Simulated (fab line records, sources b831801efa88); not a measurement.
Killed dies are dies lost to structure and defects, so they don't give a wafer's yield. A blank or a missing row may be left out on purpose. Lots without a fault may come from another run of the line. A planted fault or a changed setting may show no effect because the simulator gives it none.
A struck lot beside a sound one | flow gf180mcu | 16 steps out of a route of 602
Sound: wafers L271.1, L271.4, L271.5. Struck: wafer L285.6. (L285.1 of the same lot was not struck and is left out.) The cause comes at the end.
At each step with rows: each side's tool, then ch and its chambers, then its first start. Under that, the readings that differ: sound wafers | struck wafers | difference of the means | sigmas: that difference in standard deviations of wafers without a fault.
alike: readings whose means differ by less than 2 such deviations, and words and numbers that are the same on both sides. not compared: withheld readings, readings that some wafer has no value for, bounds like >300 that may hide the same value, and numbers for which the record gives no deviation and whose values overlap.
The two part at a step that has a row with sigmas, a row that says differs or no value, or rows on one side only. Numbers that don't overlap but have no deviation are shown without sigmas and don't part them. A reading that every wafer of one side lacks parts them only if that side has two wafers or more.

first, 6 steps without rows for these wafers: GF_TOP_METAL_HMDS_08 (prime time 60 s); GF_TOP_METAL_COAT_09 (resist thk 1500 nm); GF_TOP_METAL_SOFTBAKE_10 (time 60 s); GF_TOP_METAL_EXPOSE_11 (exposes mask MetalTop, target cd 440 nm); GF_TOP_METAL_PEB_12; GF_TOP_METAL_DEVELOP_13 (develop time 60 s).
GF_TOP_METAL_CD_MEAS_14: target cd 440 nm.
  sound on cd_sem-02, day 28 19:49; struck on cd_sem-02, day 32 19:34
  alike: cd_nm
GF_TOP_METAL_OVL_MEAS_15:
  sound on overlay-02, day 28 19:56; struck on overlay-01, day 32 19:41
  alike: TOP_METAL_OVL
GF_TOP_METAL_METAL_ETCH_16: etches the open film in Cl2/BCl3, stops on SiO2, target depth 1197 nm, time 199.5 s.
  sound on rie_metal-04 ch 1, day 28 19:58; struck on rie_metal-03 ch 1, day 32 19:43
  reading                     | sound       | struck | difference | sigmas
  drypump_motor_current_A (A) | 5.0 5.0 5.0 | 5.7    | +0.7       | +2
  alike: bias_w, oes_product_au, throttle_valve_pct
  not compared: rf_hours_counter_h
GF_TOP_METAL_STRIP_17: strips in O2/N2.
  sound on plasma_asher-03 ch 0,1, day 28 20:10; struck on plasma_asher-01 ch 1, day 32 19:55
  alike: drypump_motor_current_A, heater_power_w, oes_product_au, platen_temp_c, strip_time_to_endpoint_s
  not compared: rf_hours_counter_h
then, 2 steps without rows for these wafers: GF_TOP_METAL_STRIP_18 (strips in post etch residue remover, time 1200 s); GF_TOP_METAL_CLEAN_19 (cleans in DIW).
GF_PASSIVATION_CVD_00: deposits SiO2 from TEOS, target thk 1000 nm, time 111.95 s.
  sound on pecvd-01 ch 0,2, day 28 20:44; struck on pecvd-03 ch 0, day 32 20:26
  reading                                      | sound             | struck | difference | sigmas
  heater_power_w (W)                           | 635 718 849       | 473    | -261       | -2
  run_length_s (s)                             | 139.8 140.0 140.5 | 148.2  | +8.1       | +16
  model.SiO2_of_PASSIVATION_CVD_00.thk_nm (nm) | 995.5 1010 999.5  | 1099   | +97        |
GF_PASSIVATION_THK_MEAS_01:
  sound on film_metro-04, day 28 20:49; struck on film_metro-02, day 32 20:32
  reading                     | sound        | struck | difference | sigmas
  PASSIVATION_CVD_00_THK (nm) | 996 1009 999 | 1098   | +97        | +7
GF_PASSIVATION_CVD_02: deposits Si3N4, target thk 700 nm, time 486.18 s.
  sound on pecvd-02 ch 0,1, day 28 20:52; struck on pecvd-01 ch 2, day 32 20:35
  alike: heater_power_w, run_length_s
GF_PASSIVATION_PROBE_99:
  the record has rows for the sound wafers here (prober-02, day 29 18:30) and none for the struck ones

WHERE THEY PART
First at GF_TOP_METAL_METAL_ETCH_16; last, within this record, at GF_PASSIVATION_PROBE_99.

WHY: what the simulator had put in
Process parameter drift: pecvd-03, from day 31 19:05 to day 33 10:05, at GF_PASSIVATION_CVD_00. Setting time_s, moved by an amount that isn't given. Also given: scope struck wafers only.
